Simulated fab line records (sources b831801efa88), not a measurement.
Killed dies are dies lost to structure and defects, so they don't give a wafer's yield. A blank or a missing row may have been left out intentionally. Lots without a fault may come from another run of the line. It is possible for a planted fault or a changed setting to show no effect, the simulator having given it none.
Matching of chambers | flow gf180mcu | 4 sister chambers for GF_STI_CMP_25 on cmp-01
The step polishes, stops on Si3N4, t overpolish 33 s, target thk 524.6 nm. 4 wafers are shown with their chamber, then 9 later ones without.

## WAFERS, EACH WITH ITS CHAMBER
wafer  | chamber | motor_current_A (A)
L428.4 | 3       | 10.7
L440.3 | 2       | 11.7
L440.4 | 1       | 11.9
L440.6 | 0       | 11.6

## WAFERS MISSING THEIR CHAMBER
wafer  | motor_current_A (A)
L445.1 | 11.0
L445.2 | 10.8
L445.3 | 12.5
L446.3 | 12.7
L446.4 | 11.0
L446.5 | 11.8
L447.2 | 11.5
L447.3 | 10.0
L447.4 | 10.9

## EACH ONE'S CHAMBER
wafer  | from the rows above               | in truth
L445.1 | can't be placed: 3 or 0 or 2 or 1 | 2
L445.2 | can't be placed: 3 or 0 or 2      | 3
L445.3 | can't be placed: 1 or 2 or 0      | 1
L446.3 | can't be placed: 1 or 2 or 0      | 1
L446.4 | can't be placed: 3 or 0 or 2 or 1 | 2
L446.5 | can't be placed: 1 or 2 or 0      | 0
L447.2 | can't be placed: 0 or 2 or 1 or 3 | 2
L447.3 | 3                                 | 3
L447.4 | can't be placed: 3 or 0 or 2 or 1 | 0
Correctly placed: 1 of 9. Unplaceable from these rows: 8, with the true chamber sitting among the candidates in 8. Wrongly placed: 0.
How it was worked out, from the rows above alone: a wafer's distance from a chamber is the root of the sum, over the readings, of the square of ((its reading less the chamber's mean) divided by the reading's scatter). If the next closest chamber is less than 2 further off than the closest, the wafer can't be placed; otherwise it belongs to the closest. A chamber's mean is the mean of its shown wafers. The scatter (one wafer shown for each chamber): square how far every hidden wafer sits from the nearest shown wafer, average those squares and take the square root.
